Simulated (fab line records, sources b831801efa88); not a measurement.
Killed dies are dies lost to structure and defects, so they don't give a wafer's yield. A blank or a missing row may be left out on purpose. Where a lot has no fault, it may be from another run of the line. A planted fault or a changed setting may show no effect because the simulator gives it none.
Split-lot experiment | flow sfq-line | 5 lots, 23 wafers read, on a route of 325 steps

## THE SPLIT
At SFQ_TRILAYER_I4_VIA_BARC_OPEN_VIA_ETCH_146 (etches BARC in O2, target depth 125 nm, time 41.7 s), the setting time-s was moved away from the recipe's 41.7 s on 7 of the 23 wafers read, by -13.9% to -6.5%. All remaining wafers had this setting at the recipe value.

The split's own step is where the reading is taken.

## THE READING
oes-product-au, in a.u., at SFQ_TRILAYER_I4_VIA_BARC_OPEN_VIA_ETCH_146 (etches BARC in O2, target depth 125 nm, time 41.7 s). Typical for fault-free wafers on this fab line: 0.685 a.u., with standard deviation 0.0045 a.u.

wafer  | tool, chamber at the split | time-s as run, s | against the recipe | oes-product-au, a.u. | against lot-mates on the recipe
L076.1 | rie-diel-02, 2             | 41.7             | recipe             | 0.684                | -
L076.2 | rie-diel-02, 1             | 38.44            | -7.8%              | 0.708                | +0.023
L076.3 | rie-diel-02, 3             | 38.44            | -7.8%              | 0.700                | +0.015
L076.5 | rie-diel-02, 2             | 41.7             | recipe             | 0.686                | -
L076.6 | rie-diel-02, 1             | 38.44            | -7.8%              | 0.704                | +0.019
L081.2 | rie-diel-04, 0             | 41.7             | recipe             | 0.688                | -
L081.3 | rie-diel-04, 2             | 41.7             | recipe             | 0.679                | -
L081.6 | rie-diel-04, 1             | 41.7             | recipe             | 0.686                | -
L082.1 | rie-diel-02, 0             | 35.9             | -13.9%             | 0.738                | +0.051
L082.2 | rie-diel-02, 1             | 41.7             | recipe             | 0.690                | -
L082.3 | rie-diel-02, 2             | 35.9             | -13.9%             | 0.738                | +0.051
L082.5 | rie-diel-02, 1             | 41.7             | recipe             | 0.681                | -
L082.6 | rie-diel-02, 0             | 41.7             | recipe             | 0.691                | -
L083.1 | rie-diel-03, 0             | 41.7             | recipe             | 0.692                | -
L083.2 | rie-diel-03, 1             | 41.7             | recipe             | 0.679                | -
L083.3 | rie-diel-03, 2             | 41.7             | recipe             | 0.682                | -
L083.5 | rie-diel-03, 3             | 41.7             | recipe             | 0.692                | -
L083.6 | rie-diel-03, 2             | 41.7             | recipe             | 0.691                | -
L084.1 | rie-diel-02, 1             | 38.98            | -6.5%              | 0.697                | +0.007
L084.2 | rie-diel-02, 0             | 41.7             | recipe             | 0.696                | -
L084.3 | rie-diel-02, 3             | 38.98            | -6.5%              | 0.705                | +0.015
L084.4 | rie-diel-02, 2             | 41.7             | recipe             | 0.683                | -
L084.6 | rie-diel-02, 3             | 41.7             | recipe             | 0.690                | -

THE FIT
A straight line over all 23 wafers: oes-product-au changes by -0.00315 a.u. for each +1% of time-s; r = -0.92; the points scatter about the line by 0.0062 a.u.
The same after taking each lot's own level away (the mean of its wafers on the recipe; 23 wafers): -0.00315 a.u. for each +1%; r = -0.93; scatter 0.006 a.u.
That fit puts the effect of the largest move of time-s on the reading at 0.044 a.u.
The span of the lots' own levels, 0.6843 to 0.6897 a.u., comes to 1.2 times the standard deviation stated above.
Hence the lot-to-lot level has little effect on the slope; both slopes agree.
Check: for one of the wafers moved furthest among these (-13.9%), held out of the fit, the line's prediction against its lot-mates is +0.0394 a.u. Against them it came out at +0.0507 a.u.
Tool readings at the split's step, against how far the setting was moved: oes-product-au r = -0.92.

## THE WHOLE CHAIN: every reading that the file lists as answering this split, in the file's order
step                                       | what it does                                          | reading                                                                                       | change (the file's fit)                   | r (the file's)
SFQ_TRILAYER_I4_VIA_BARC_OPEN_VIA_ETCH_146 | etches BARC in O2, target depth 125 nm, time 41.7 s   | oes-product-au                                                                                | -0.00315 a.u. for each +1% of the setting | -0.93
SFQ_TRILAYER_I4_VIA_BARC_OPEN_VIA_ETCH_146 | etches BARC in O2, target depth 125 nm, time 41.7 s   | KrF_of_TRILAYER_I4_VIA_LITHO_COAT_103.thk-nm (the simulator's own value, which no gauge read) | -0.588 nm for each +1% of the setting     | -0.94
SFQ_TRILAYER_I4_VIA_ETCH_VIA_ETCH_106      | etches SiO2 in CHF3, stops on Nb, target depth 260 nm | KrF_of_TRILAYER_I4_VIA_LITHO_COAT_103.thk-nm (the simulator's own value, which no gauge read) | -0.574 nm for each +1% of the setting     | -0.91

## FILE'S OWN FIT
oes-product-au changes by -0.00315 a.u. for each +1% of time-s, r = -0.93.
